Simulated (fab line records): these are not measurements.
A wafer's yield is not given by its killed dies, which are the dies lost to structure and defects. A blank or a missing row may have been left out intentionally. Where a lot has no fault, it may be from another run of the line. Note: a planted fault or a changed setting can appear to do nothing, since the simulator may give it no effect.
A lot that was struck, set against a sound lot | flow sfqLine | 18 out of 325 route steps
Sound: wafers L946.1, L946.3, L946.5. The struck wafers were L959.1, L959.3, L959.4. The cause comes at the end.
Each step with rows lists, per side, the tool, then ch with its chambers, then its first start. Under that, the readings that differ: sound wafers | struck wafers | difference of the means | sigmas: that difference in standard deviations of wafers without a fault.
alike: a reading whose means differ by less than 2 such deviations, as well as words and numbers matching on both sides. not compared: withheld readings; readings where some wafer has no value; bounds like >300 that might hide an equal value; numbers whose values overlap and for which the record gives no deviation.
The two part at a step that has a row with sigmas, a row that says differs or no value, or rows on one side only. Numbers that have no deviation but don't overlap get no sigmas and don't part them. A reading that every wafer of one side lacks parts them only if that side has two wafers or more.

first, 2 steps without rows for these wafers: SFQ_TRILAYER_I4_VIA_STRIP_SOLV_CLEAN_108 (cleans in NMP, time 600 s); SFQ_TRILAYER_JJ_TRILAYER_DEP_PRE_CLEAN_113 (time 22.5 s).
SFQ_TRILAYER_JJ_TRILAYER_DEP_SPUTTER_109: material Nb, target thk 150 nm, time 100 s.
  sound on pvdSputter-03 at day 47 18:46; struck on pvdSputter-06 at day 52 14:17
  alike: cathodeDcPowerW, throttleValvePct
SFQ_TRILAYER_JJ_TRILAYER_DEP_SPUTTER_110: material Al, target thk 8 nm, time 10 s.
  sound on pvdSputter-03 at day 47 18:50; struck on pvdSputter-06 at day 52 14:22
  alike: cathodeDcPowerW, throttleValvePct
then, 1 step without rows for these wafers: SFQ_TRILAYER_JJ_TRILAYER_DEP_AL_OXIDATION_111 (oxidation time 600 s).
SFQ_TRILAYER_JJ_TRILAYER_DEP_SPUTTER_112: material Nb, target thk 170 nm, time 113.3 s.
  sound on pvdSputter-03 at day 47 19:51; struck on pvdSputter-06 at day 52 15:23
  alike: cathodeDcPowerW, throttleValvePct
SFQ_JJ_RS_MEAS_929: measurement is done with a four-point probe.
  sound on filmMetro-02 at day 47 19:56; struck on filmMetro-01 at day 52 15:28
  alike: JJ_NB_RS
then, 4 steps without rows for these wafers: SFQ_TRILAYER_JJ_CE_LITHO_COAT_119 (resist thk 62 nm); SFQ_TRILAYER_JJ_CE_LITHO_COAT_114 (resist thk 600 nm); SFQ_TRILAYER_JJ_CE_LITHO_SOFTBAKE_118; SFQ_TRILAYER_JJ_CE_LITHO_EXPOSE_115 (exposes mask J5, target cd 700 nm).
-- the record jumps here: 5 days lie between the struck wafers' starts before and after --
SFQ_TRILAYER_JJ_CE_LITHO_PEB_117: peb time 60 s.
  sound on lithoTrack-04 ch 0, day 53 06:41; struck on lithoTrack-04 ch 0, day 57 16:56
then, 1 step without rows for these wafers: SFQ_TRILAYER_JJ_CE_LITHO_DEVELOP_116 (time 60 s).
SFQ_JJ_OVL_MEAS_931:
  sound on overlay-01 at day 53 06:59; struck on overlay-02 at day 57 17:14
  alike: J5_OVL
SFQ_TRILAYER_JJ_CE_METRO_MEASURE_117:
  sound on cdSem-01 at day 53 07:01; struck on cdSem-01 at day 57 17:17
reading   | sound             | struck            | difference | sigmas
cdNm (nm) | 700.1 699.1 699.8 | 654.5 654.6 654.5 | -45.1      | -32
SFQ_TRILAYER_JJ_CE_BARC_OPEN_RIE_150: chemistry O2, target BARC, target depth 240 nm, time 80 s.
  sound on rieMetal-01 ch 0,1, day 53 08:13; struck on rieMetal-01 ch 0, day 57 18:29
reading            | sound           | struck            | difference | sigmas
model.JJ.cdNm (nm) | 701.6 698.8 700 | 653.1 653.9 654.1 | -46.4      | 
  alike: drypumpMotorCurrentA, oesProductAu
  not compared: rfHoursCounterH
SFQ_TRILAYER_JJ_CE_ETCH_RIE_118: chemistry SF6, target Nb, stops on Al2O3, time 97.7 s, target depth 170 nm.
  sound on rieMetal-01 ch 0,1, day 53 08:18; struck on rieMetal-01 ch 0, day 57 18:40
reading            | sound           | struck            | difference | sigmas
model.JJ.cdNm (nm) | 701.9 699 699.8 | 654.2 655.5 655.2 | -45.3      | 
  alike: drypumpMotorCurrentA, oesProductAu
  not compared: rfHoursCounterH
following that, these wafers have no rows for 1 step: SFQ_TRILAYER_JJ_ANODIZE_ANODIZE_119.

WHERE THEY PART
Only at SFQ_TRILAYER_JJ_CE_METRO_MEASURE_117, within this record. Later steps at which nothing parts them and some readings are alike: SFQ_TRILAYER_JJ_CE_BARC_OPEN_RIE_150, SFQ_TRILAYER_JJ_CE_ETCH_RIE_118.

WHY: the cause the simulator had injected
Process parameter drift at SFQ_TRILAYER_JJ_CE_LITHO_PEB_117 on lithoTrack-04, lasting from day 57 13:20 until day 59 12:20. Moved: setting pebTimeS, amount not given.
